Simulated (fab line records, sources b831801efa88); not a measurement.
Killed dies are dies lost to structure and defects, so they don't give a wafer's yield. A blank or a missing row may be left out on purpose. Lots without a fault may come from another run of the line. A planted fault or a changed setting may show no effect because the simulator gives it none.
One fault seen from 2 desks | flow sfq_line | each desk has only its own numbers; what lay behind them comes last

THE METROLOGY DESK
What the gauges read, lot by lot, whatever tool the lot ran on: means of the sampled wafers that have a number. A lot is out of limits, marked OUT, if its mean lies more than 4 standard deviations from the usual mean; the brackets give that distance.
Columns: A = I2_BOW at SFQ_I2_BOW_MEAS_917, usual 4 um; B = I2_OVL at SFQ_I2_OVL_MEAS_918, usual 3 nm
lot  | first seen here | A  | B
L656 | day 24 02:14    | -3 | -0
L657 | day 24 12:14    | -3 | 5
L667 | day 28 09:05    | 10 | 4
L666 | day 28 12:31    | 9  | 7
L669 | day 29 02:56    | 5  | 4
L671 | day 30 00:32    | 9  | 5
L675 | day 31 17:39    | -1 | 4
This desk's finding: nothing out of limits on any of the 7 lots.

THE TOOL OWNER'S DESK: rie_diel-02
The tool's own readings at SFQ_TRILAYER_I2_VIA_BARC_OPEN_VIA_ETCH_096 (etches BARC in O2, target depth 125 nm, time 41.7 s): means of the sampled wafers that have a number, for each lot that ran on this tool. A lot is out of limits, marked OUT, if its mean lies more than 4 standard deviations from the usual mean; the brackets give that distance.
Columns: A = bias_w at SFQ_TRILAYER_I2_VIA_BARC_OPEN_VIA_ETCH_096, usual 80.00 W; B = drypump_motor_current_A at SFQ_TRILAYER_I2_VIA_BARC_OPEN_VIA_ETCH_096, usual 5.6 A; C = oes_product_au at SFQ_TRILAYER_I2_VIA_BARC_OPEN_VIA_ETCH_096, usual 0.686 a.u.; D = run_length_s at SFQ_TRILAYER_I2_VIA_BARC_OPEN_VIA_ETCH_096, usual 69.9 s
lot  | first seen here | A     | B   | C                | D
L656 | day 31 02:26    | 79.86 | 6.0 | 0.690            | 69.7
L667 | day 34 17:20    | 79.99 | 5.8 | 0.660 (-5.4) OUT | 74.3 (+9.4) OUT
L669 | day 35 05:20    | 79.92 | 5.9 | 0.662 (-5.1) OUT | 74.4 (+9.6) OUT
L671 | day 35 22:07    | 79.91 | 5.7 | 0.641 (-9.3) OUT | 78.3 (+18) OUT
This desk's finding: out of limits on L667, L669, L671; first on L667, day 34 17:20 (oes_product_au at SFQ_TRILAYER_I2_VIA_BARC_OPEN_VIA_ETCH_096). In limits: L656.

PUT TOGETHER
The tool owner's desk could have raised an alarm at day 34 17:20, on L667, L669, L671.
The metrology desk saw nothing out of limits.
The metrology desk has L667, L669, L671 on record, within its limits.
Of the lots named, all ran SFQ_TRILAYER_I2_VIA_BARC_OPEN_VIA_ETCH_096 on rie_diel-02.

WHAT THE SIMULATOR HAD PUT IN
Process parameter drift: rie_diel-02, from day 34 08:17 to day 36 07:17, at SFQ_TRILAYER_I2_VIA_BARC_OPEN_VIA_ETCH_096. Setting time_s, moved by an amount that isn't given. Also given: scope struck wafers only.
Lots struck among those shown: L667, L669, L671.
Hours from the fault's start to each desk's first reading out of limits: the tool owner's desk, 9.
